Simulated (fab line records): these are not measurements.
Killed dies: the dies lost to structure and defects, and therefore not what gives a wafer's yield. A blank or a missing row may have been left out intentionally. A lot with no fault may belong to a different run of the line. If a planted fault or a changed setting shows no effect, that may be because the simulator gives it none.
Commonality check across tools + flow gf180mcu + 13 lots, 45 wafers sampled

## REASON IT WAS OPENED
Flagged at GF_NSD_CD_MEAS_07: reading cd_nm, on 2 of 13 lots. No-fault wafers: 400.5 nm, standard deviation 2.3.
Rule: a lot gets a flag if all its wafers with a number sit over 4 standard deviations from that mean, or if no wafer of it has a number. The other lots count as sound.

| lot  | measured     | on        | cd_nm (nm), wafer by wafer          | flag    |
|------|--------------|-----------|-------------------------------------|---------|
| L460 | day 13 13:46 | cd_sem-01 | 401.9 403.2 403.9                   |         |
| L461 | day 13 18:53 | cd_sem-02 | 398.2 395.9 399.5                   |         |
| L463 | day 14 09:13 | cd_sem-01 | 400.7 402.0 402.3                   |         |
| L468 | day 15 23:28 | cd_sem-02 | 384.5 385.9 386.4 385.0 385.8 386.3 | FLAGGED |
| L469 | day 16 17:16 | cd_sem-01 | 388.8 388.1 388.1 388.6 387.9 388.2 | FLAGGED |
| L472 | day 17 11:40 | cd_sem-02 | 402.6 402.7 401.7                   |         |
| L474 | day 18 11:58 | cd_sem-01 | 401.5 400.5 400.5                   |         |
| L475 | day 18 21:55 | cd_sem-02 | 399.6 401.6 401.6                   |         |
| L477 | day 19 08:17 | cd_sem-01 | 396.4 398.1 396.1                   |         |
| L479 | day 20 00:55 | cd_sem-01 | 395.6 398.9 397.1                   |         |
| L481 | day 20 15:08 | cd_sem-01 | 399.7 399.8 401.6                   |         |
| L482 | day 21 02:11 | cd_sem-02 | 397.0 399.1 397.8                   |         |
| L483 | day 21 06:22 | cd_sem-02 | 399.4 400.8 398.0                   |         |
The numbers of the flagged lots are 387.0 nm on average: -13.5 nm against the usual, or -6 standard deviations.

## LOT BY LOT: THE TOOL USED
The record keeps 1 process step preceding the reading, out of 602 steps on the route. In each cell: the tool, then ch and the chambers that the sampled wafers went through, then the start.
| lot  | flag    | GF_NSD_COAT_02                    |
|------|---------|-----------------------------------|
| L460 |         | litho_track-02 ch 0, day 13 03:37 |
| L461 |         | litho_track-03 ch 0, day 13 08:08 |
| L463 |         | litho_track-02 ch 0, day 13 22:49 |
| L468 | FLAGGED | litho_track-02 ch 0, day 15 12:46 |
| L469 | FLAGGED | litho_track-02 ch 0, day 16 05:52 |
| L472 |         | litho_track-03 ch 0, day 17 00:00 |
| L474 |         | litho_track-03 ch 0, day 18 01:06 |
| L475 |         | litho_track-03 ch 0, day 18 09:20 |
| L477 |         | litho_track-02 ch 0, day 18 20:29 |
| L479 |         | litho_track-02 ch 0, day 19 12:20 |
| L481 |         | litho_track-03 ch 0, day 20 03:23 |
| L482 |         | litho_track-03 ch 0, day 20 14:08 |
| L483 |         | litho_track-04 ch 0, day 20 17:47 |
What these steps do:
- GF_NSD_COAT_02: resist thk 1000 nm.
- GF_NSD_CD_MEAS_07: target cd 400 nm.

## FLAGGED AGAINST TOTAL, ONE TOOL AT A TIME (gauges that did the reading follow at the end)
| step              | tool           | lots run | flagged | share of the flagged lots | sound lots run after its first flagged lot |
|-------------------|----------------|----------|---------|---------------------------|--------------------------------------------|
| GF_NSD_COAT_02    | litho_track-02 | 6        | 2       | all                       | 2 (L477,L479)                              |
| GF_NSD_COAT_02    | litho_track-03 | 6        | 0       | none                      | -                                          |
| GF_NSD_COAT_02    | litho_track-04 | 1        | 0       | none                      | -                                          |
| GF_NSD_CD_MEAS_07 | cd_sem-01      | 7        | 1       | some                      | 4 (L474,L477,L479,L481)                    |
| GF_NSD_CD_MEAS_07 | cd_sem-02      | 6        | 1       | some                      | 4 (L472,L475,L482,L483)                    |

## THE TABLE: WHAT IT ALLOWS
All flagged lots share 1 row of the table, namely litho_track-02 at GF_NSD_COAT_02.
- litho_track-02 at GF_NSD_COAT_02: 2 of its 6 lots flagged. Sound lots ran on it after the first flagged one (L477, L479), which a lasting fault on the whole tool wouldn't allow.
Every row of the table either missed a flagged lot or ran a sound lot after the first.

## WHAT THE SIMULATOR PUT IN
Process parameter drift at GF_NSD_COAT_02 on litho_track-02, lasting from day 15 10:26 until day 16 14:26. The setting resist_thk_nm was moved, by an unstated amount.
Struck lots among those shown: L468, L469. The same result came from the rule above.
